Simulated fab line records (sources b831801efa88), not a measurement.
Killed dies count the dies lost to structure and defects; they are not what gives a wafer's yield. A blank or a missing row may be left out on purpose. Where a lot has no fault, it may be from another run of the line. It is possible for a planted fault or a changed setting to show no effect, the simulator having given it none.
A lot that was struck, set against a sound lot | flow sky130 | 15 steps out of a route of 708
Sound: the wafers L601.1, L601.4, L601.5. The struck wafers were L606.2, L606.4, L606.5. The cause is named last.
Order at every step that has rows: each side's tool, ch and its chambers, its first start. Under that, the readings that differ: sound wafers | struck wafers | difference of the means | sigmas: that difference in standard deviations of wafers without a fault.
alike: readings with means less than 2 such deviations apart, plus words and numbers identical on both sides. not compared: withheld readings, readings lacking a value on some wafer, bounds such as >300 that could conceal the same value, and numbers that have no deviation in the record and whose values overlap.
A row with sigmas, a row that says differs or no value, or rows on one side alone: a step with any of these is where the two part. When numbers do not overlap yet have no deviation, they are printed without sigmas and do not part them. A reading missing from all wafers of one side parts the sides only when that side holds two or more wafers.

SKY_VIA4_STRIP_13: strips in O2/N2.
  sound on plasmaAsher-02 ch 0,1, day 42 15:09; struck on plasmaAsher-03 ch 0,1, day 44 02:59
  alike: drypumpMotorCurrentA, oesProductAu, stripTimeToEndpointS
  not compared: rfHoursCounterH
then, 4 steps without rows for these wafers: SKY_VIA4_STRIP_14 (strips in post etch residue remover, time 1200 s); SKY_VIA4_CLEAN_15 (cleans in IPA, time 180 s); SKY_VIA4_CLEAN_16 (cleans in O3/DIW); SKY_VIA4_SPUTTER_17 (material TiN, target thk 20 nm, time 80 s).
SKY_VIA4_CVD_18: deposits W, target thk 505 nm, time 152.14 s.
  sound on cvdW-01 ch 0,1, day 42 15:49; struck on cvdW-02 ch 0,1, day 44 03:39
reading          | sound       | struck      | difference | sigmas
heaterPowerW (W) | 744 710 743 | 819 844 848 | +105       | +2
  not compared: sinceWetCleanH
SKY_VIA4_RS_MEAS_19: uses a four-point probe to measure.
  sound on filmMetro-02 at day 42 15:58; struck on filmMetro-04 at day 44 03:49
  alike: VIA4_W_RS
SKY_VIA4_THK_MEAS_20: measures by xrf.
  sound on filmMetro-02 at day 42 16:05; struck on filmMetro-04 at day 44 03:56
  alike: VIA4_W_THK
SKY_VIA4_CMP_21: polishes, stops on SiO2, t overpolish 25 s, target thk 0 nm.
  sound on cmp-02 ch 1,2,3, day 42 16:19; struck on cmp-02 ch 0,1,2, day 44 04:02
  alike: motorCurrentA, overpolishRunS, platenRpm, timeToEndpointS
then, 2 steps without rows for these wafers: SKY_METAL5_SPUTTER_00 (material Ti, target thk 15 nm, time 10 s); SKY_METAL5_SPUTTER_01 (material TiN, target thk 20 nm, time 16.7 s).
SKY_METAL5_SPUTTER_02: material AlCu, target thk 1150 nm, time 61.2 s.
  sound on pvdSputter-03 at day 42 16:39; struck on pvdSputter-04 at day 44 04:20
  alike: throttleValvePct
SKY_METAL5_SPUTTER_03: material Ti, target thk 5 nm, time 3.3 s.
  sound on pvdSputter-03 at day 42 16:42; struck on pvdSputter-04 at day 44 04:23
reading                                  | sound            | struck            | difference | sigmas
model.Ti_of_METAL5_SPUTTER_03.thkNm (nm) | 5.12 5.269 5.139 | 3.674 3.782 3.749 | -1.441     | 
  alike: throttleValvePct
SKY_METAL5_SPUTTER_04: material TiN, target thk 70 nm, time 58.3 s.
  sound on pvdSputter-03 at day 42 16:43; struck on pvdSputter-04 at day 44 04:24
  alike: throttleValvePct
-- the record jumps here: 3 days lie between the struck wafers' starts before and after (it left off in module METAL5 and takes up again in module PAD_OPEN, whose first step shown is number 708 of the route) --
SKY_PAD_OPEN_PROBE_99:
  sound on prober-02 at day 45 14:14; struck on prober-02 at day 46 22:14
  alike: defectLimitedYield, killed_at_M0_to_M3, killed_at_M4_up, killedAtContacts, killedAtFrontEnd, killedAtOther, killedDies, killedOpen, killedShort, sort_bin_3_pad_short, sort_bin_5_function, sort_bin_6_memory, sortNPass, sortYieldPct

## WHERE THEY PART
Within this record, at SKY_VIA4_CVD_18 only. Later steps at which nothing parts them and some readings are alike: SKY_VIA4_RS_MEAS_19, SKY_VIA4_THK_MEAS_20, SKY_VIA4_CMP_21, SKY_METAL5_SPUTTER_02, SKY_METAL5_SPUTTER_03, SKY_METAL5_SPUTTER_04, SKY_PAD_OPEN_PROBE_99.

WHY: what the simulator had put in
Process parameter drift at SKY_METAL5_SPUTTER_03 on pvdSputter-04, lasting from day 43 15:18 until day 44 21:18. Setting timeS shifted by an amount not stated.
